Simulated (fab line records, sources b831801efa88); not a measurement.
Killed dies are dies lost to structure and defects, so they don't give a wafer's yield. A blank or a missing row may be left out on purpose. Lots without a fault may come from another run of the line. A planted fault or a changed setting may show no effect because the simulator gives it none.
Problem report in the 8D (eight disciplines) form, filled by code | flow sky130 | the parts of the form that need people (team, actions taken, sign-off) are left out

1. THE PROBLEM
VIA4_W_RS at SKY_VIA4_RS_MEAS_19 reads a mean of 0.135 ohm/sq on 4 wafers of 2 lots; wafers without a fault read 0.227 ohm/sq with a standard deviation of 0.0048. That is -19 standard deviations from the usual mean.
The step: measures by four-point-probe.
First seen on wafer L580.5, day 47 00:10, on film_metro-02. The record holds 30 wafers of 10 lots with a number at this step. Rule for "out", or "out of limits": more than 4 standard deviations from the usual mean. The other wafers with a number count as sound.

2. WHAT IT IS AND WHAT IT IS NOT
question                    | is                             | is not
which readings at this step | VIA4_W_RS                      | -
which lots                  | L580, L581                     | L566, L567, L569, L572, L573, L577, L583, L589
which wafers of those lots  | L580.5, L580.6, L581.1, L581.5 | L580.2, L581.2
read on which gauges        | film_metro-02, film_metro-04   | film_metro-03
when                        | from day 47 00:10              | up to then (19 sound wafers); but 7 sound wafers of L581, L583, L589 came after

3. SUSPECTS, AND WHAT RULES EACH OUT
Counting: a tool at a process step up to the reading stays a suspect if it ran every lot that is out. Sound lots after the first of them don't rule it out here, since some wafers of a struck lot are sound.
- the gauge at SKY_VIA4_RS_MEAS_19: ruled out. The wafers that are out were read on 2 gauges (film_metro-02, film_metro-04).
- cvd_w-02 at SKY_VIA4_CVD_18 (deposits W, target thk 505 nm, time 152.14 s): kept. It ran every lot that is out, first L580 (day 46 23:59); its last sound lot up to then is L577 (day 46 01:07).
Left after counting: cvd_w-02 at SKY_VIA4_CVD_18.

4. THE CAUSE (what the simulator had put in)
Process parameter drift: cvd_w-02, from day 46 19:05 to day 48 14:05, at SKY_VIA4_CVD_18. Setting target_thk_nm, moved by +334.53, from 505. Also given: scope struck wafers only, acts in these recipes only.
Counting left only this tool.

5. THE CHAIN OF EFFECTS, in route order
Each row: a reading whose mean over the struck wafers that have a number lies more than 3 standard deviations from the usual. Only readings for which the record gives a usual standard deviation are gone through. hours: the time from each lot's start at the first step in this table that gives one to its start at this step, as a median over the lots. sigmas: the change in usual standard deviations.
hours | step                 | reading            | usual        | on struck wafers | change | sigmas
0     | SKY_VIA4_RS_MEAS_19  | VIA4_W_RS          | 0.227 ohm/sq | 0.135            | -0.092 | -19
0     | SKY_VIA4_THK_MEAS_20 | VIA4_W_THK         | 511 nm       | 865              | +354   | +32
0     | SKY_VIA4_CMP_21      | time_to_endpoint_s | 121 s        | 207              | +86    | +15
The process steps in it:
- SKY_VIA4_CMP_21: polishes, stops on SiO2, t overpolish 25 s, target thk 0 nm.

6. WHAT WOULD HAVE CAUGHT IT SOONER
In this record the first reading out of limits at a measuring or inspecting step was taken at day 47 00:10, 5 hours after the fault began at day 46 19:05.
Of the tool readings at SKY_VIA4_CVD_18 for which the record gives a usual standard deviation, none was out on any struck wafer, so an alarm limit of 4 standard deviations on them would not have fired.
Of the lots that are out (2), L581 began SKY_VIA4_CVD_18 on cvd_w-02 after day 47 00:10. A hold on the tool at that time would have spared it.
